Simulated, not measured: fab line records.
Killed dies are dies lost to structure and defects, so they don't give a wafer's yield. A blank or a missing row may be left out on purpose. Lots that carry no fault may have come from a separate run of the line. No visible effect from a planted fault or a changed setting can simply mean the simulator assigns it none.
What tool caused it?    flow sky130    11 lots with 33 wafers sampled at 5 steps, on a route of 708 steps

== WHAT EACH GAUGE READ, for each wafer ==
SKY_VIA4_THK_MEAS_01. Usual: VIA4_HDPCVD_THK gives 1760 nm (standard deviation 17).
lot   measured      on             VIA4_HDPCVD_THK (nm)  flag
L769  day 42 18:02  film-metro-04  1755 1772 1754        
L770  day 43 01:02  film-metro-02  1768 1779 1746        
L773  day 43 03:14  film-metro-04  1768 1763 1778        
L774  day 43 04:08  film-metro-01  1764 1744 1734        
L779  day 44 13:43  film-metro-02  1764 1752 1747        
L781  day 45 04:35  film-metro-02  1744 1764 1740        
L783  day 45 08:43  film-metro-02  1738 1756 1738        
L784  day 45 14:19  film-metro-02  1792 1765 1758        
L785  day 46 06:12  film-metro-01  1748 1742 1756        
L787  day 47 04:33  film-metro-01  1777 1746 1767        
L791  day 47 10:06  film-metro-01  1754 1749 1745        

== WHAT TOOL EACH LOT RAN ON (gives the tool, then ch and the chambers of the sampled wafers, and finally the start) ==
lot   SKY_METAL4_SPUTTER_04         SKY_CAP2M_STRIP_14                    SKY_METAL4_ETCH_16                 SKY_METAL4_ETCH_17
L769  pvd-sputter-01, day 40 17:59  plasma-asher-02 ch 0,1, day 41 17:34  rie-metal-02 ch 0,1, day 42 16:56  rie-diel-03 ch 1,3, day 42 17:02
L770  pvd-sputter-01, day 41 00:25  plasma-asher-02 ch 0,1, day 41 23:31  rie-metal-02 ch 1, day 42 23:47    rie-diel-03 ch 1,3, day 42 23:53
L773  pvd-sputter-04, day 41 02:22  plasma-asher-03 ch 0,1, day 42 01:31  rie-metal-01 ch 0, day 43 02:03    rie-diel-01 ch 0,1,3, day 43 02:13
L774  pvd-sputter-01, day 41 02:43  plasma-asher-02 ch 0,1, day 42 02:37  rie-metal-01 ch 0, day 43 02:58    rie-diel-01 ch 0,2,3, day 43 03:10
L779  pvd-sputter-03, day 42 14:23  plasma-asher-03 ch 0,1, day 43 13:28  rie-metal-01 ch 0,1, day 44 12:38  rie-diel-02 ch 2,3, day 44 12:44
L781  pvd-sputter-03, day 43 05:20  plasma-asher-04 ch 0,1, day 44 04:40  rie-metal-01 ch 0,1, day 45 03:29  rie-diel-03 ch 1,3, day 45 03:35
L783  pvd-sputter-01, day 43 10:38  plasma-asher-02 ch 0,1, day 44 09:16  rie-metal-04 ch 1, day 45 07:38    rie-diel-02 ch 0,1, day 45 07:44
L784  pvd-sputter-04, day 43 18:01  plasma-asher-03 ch 0,1, day 44 16:29  rie-metal-02 ch 0,1, day 45 13:16  rie-diel-03 ch 0,1,3, day 45 13:20
L785  pvd-sputter-03, day 44 08:43  plasma-asher-03 ch 0,1, day 45 07:04  rie-metal-02 ch 0,1, day 46 05:08  rie-diel-01 ch 1,2, day 46 05:14
L787  pvd-sputter-01, day 45 07:38  plasma-asher-04 ch 0,1, day 46 05:25  rie-metal-02 ch 0,1, day 47 03:29  rie-diel-02 ch 2,3, day 47 03:35
L791  pvd-sputter-01, day 45 13:52  plasma-asher-02 ch 0,1, day 46 11:31  rie-metal-04 ch 0,1, day 47 09:02  rie-diel-02 ch 0,2,3, day 47 09:08
- SKY_METAL4_SPUTTER_04: material TiN, target thk 70 nm, time 58.3 s.
- SKY_CAP2M_STRIP_14: strips in O2/N2.
- SKY_METAL4_ETCH_16: etches BARC in N2/H2, stops on SiO2, time 88.2 s, target depth 60 nm.
- SKY_METAL4_ETCH_17: etches SiO2 in C4F8/O2/Ar, stops on TiN, time 3.9 s, target depth 15 nm.

== AS READ BY THE TOOLS THEMSELVES (means over the sampled wafers that have a number; for cases with no such wafer, the mark the record gives instead) ==
SKY_METAL4_SPUTTER_04. Usual: 30.0 % for throttle-valve-pct, sd 1.
lot   tool            throttle-valve-pct (%)  flag
L769  pvd-sputter-01  30.2                    
L770  pvd-sputter-01  30.4                    
L773  pvd-sputter-04  29.8                    
L774  pvd-sputter-01  30.4                    
L779  pvd-sputter-03  30.1                    
L781  pvd-sputter-03  29.8                    
L783  pvd-sputter-01  30.4                    
L784  pvd-sputter-04  29.3                    
L785  pvd-sputter-03  29.5                    
L787  pvd-sputter-01  30.5                    
L791  pvd-sputter-01  30.4                    

SKY_CAP2M_STRIP_14. Usual: drypump-motor-current-A 6.0 A, standard deviation 0.53; n2-flow-sccm 300.0 sccm, standard deviation 0.85; oes-product-au 0.710 a.u., standard deviation 0.0043; strip-time-to-endpoint-s 12.64 s, standard deviation 0.035.
lot   tool             drypump-motor-current-A (A)  n2-flow-sccm (sccm)  oes-product-au (a.u.)  strip-time-to-endpoint-s (s)  flag
L769  plasma-asher-02  6.3                          299.7                0.713                  12.64                         
L770  plasma-asher-02  6.6                          300.4                0.710                  12.63                         
L773  plasma-asher-03  5.6                          300.2                0.710                  12.67                         
L774  plasma-asher-02  6.3                          300.4                0.706                  12.70                         
L779  plasma-asher-03  5.6                          299.5                0.708                  12.64                         
L781  plasma-asher-04  6.3                          300.4                0.708                  12.57                         
L783  plasma-asher-02  6.3                          299.8                0.712                  12.64                         
L784  plasma-asher-03  5.5                          300.7                0.708                  12.68                         
L785  plasma-asher-03  5.5                          300.0                0.710                  12.70                         
L787  plasma-asher-04  6.3                          299.6                0.710                  12.61                         
L791  plasma-asher-02  6.5                          298.5                0.708                  12.65                         

SKY_METAL4_ETCH_16. Usual: drypump-motor-current-A 5.9 A, standard deviation 0.5; n2-flow-sccm 100.01 sccm, standard deviation 0.29; oes-product-au 0.625 a.u., standard deviation 0.0045; run-length-s 116.8 s, standard deviation 0.42; throttle-valve-pct 13.205 %, standard deviation 0.01.
lot   tool          drypump-motor-current-A (A)  n2-flow-sccm (sccm)  oes-product-au (a.u.)  run-length-s (s)  throttle-valve-pct (%)  flag
L769  rie-metal-02  5.2                          100.05               0.622                  117.0             13.208                  
L770  rie-metal-02  5.8                          100.22               0.625                  117.0             13.196                  
L773  rie-metal-01  6.0                          100.17               0.622                  116.5             13.202                  
L774  rie-metal-01  6.0                          99.59                0.619                  116.5             13.210                  
L779  rie-metal-01  6.3                          99.68                0.574                  138.5             13.203                  OFF
L781  rie-metal-01  6.3                          99.62                0.581                  138.6             13.200                  OFF
L783  rie-metal-04  6.5                          99.80                0.624                  117.1             13.198                  
L784  rie-metal-02  5.5                          100.09               0.630                  117.2             13.221                  
L785  rie-metal-02  5.2                          100.24               0.622                  116.9             13.194                  
L787  rie-metal-02  5.2                          100.13               0.623                  117.1             13.193                  
L791  rie-metal-04  6.4                          99.84                0.624                  117.3             13.205                  

SKY_METAL4_ETCH_17. Usual: 0.754 a.u. for oes-product-au, sd 0.0067.
lot   tool         oes-product-au (a.u.)  flag
L769  rie-diel-03  0.753                  
L770  rie-diel-03  0.759                  
L773  rie-diel-01  0.750                  
L774  rie-diel-01  0.754                  
L779  rie-diel-02  0.736                  
L781  rie-diel-03  0.727                  OFF
L783  rie-diel-02  0.742                  
L784  rie-diel-03  0.753                  
L785  rie-diel-01  0.754                  
L787  rie-diel-02  0.756                  
L791  rie-diel-02  0.760                  

== THE ANSWER, worked out from the rows above alone ==
Rule: take the mean of a lot's wafers that have a number; if it is more than 3 standard deviations from the usual mean, the lot is off. Also off: a lot with no number at a reading for which 4 or more lots have one. The other lots that the step has rows for count as sound. First the gauges in route order, then the tools' own readings, where a lot's mean is used as printed above. At the first step where some lot is off, the reading lying furthest off is the one used; lots without a number count as furthest.
Off: L779, L781 (SKY_METAL4_ETCH_16, run-length-s).
A tool fits if, at that step or a process step before it, it ran every lot that is off, and no sound lot after the first of them. One fits: rie-metal-01 at SKY_METAL4_ETCH_16. A fault onset in the window from L774 (day 43 02:58, its last sound lot) to L779 (day 44 12:38, its first lot off) fits.
The tool's own readings at SKY_METAL4_ETCH_16 bear it out: on the lots that are off they differ by more than 5 times the standard deviation of the sound lots' means. oes-product-au reads 0.577 a.u. there against 0.623 a.u. on the sound lots; run-length-s reads 138.6 s there against 117.0 s on the sound lots.

== WHAT WAS PUT IN BY THE SIMULATOR ==
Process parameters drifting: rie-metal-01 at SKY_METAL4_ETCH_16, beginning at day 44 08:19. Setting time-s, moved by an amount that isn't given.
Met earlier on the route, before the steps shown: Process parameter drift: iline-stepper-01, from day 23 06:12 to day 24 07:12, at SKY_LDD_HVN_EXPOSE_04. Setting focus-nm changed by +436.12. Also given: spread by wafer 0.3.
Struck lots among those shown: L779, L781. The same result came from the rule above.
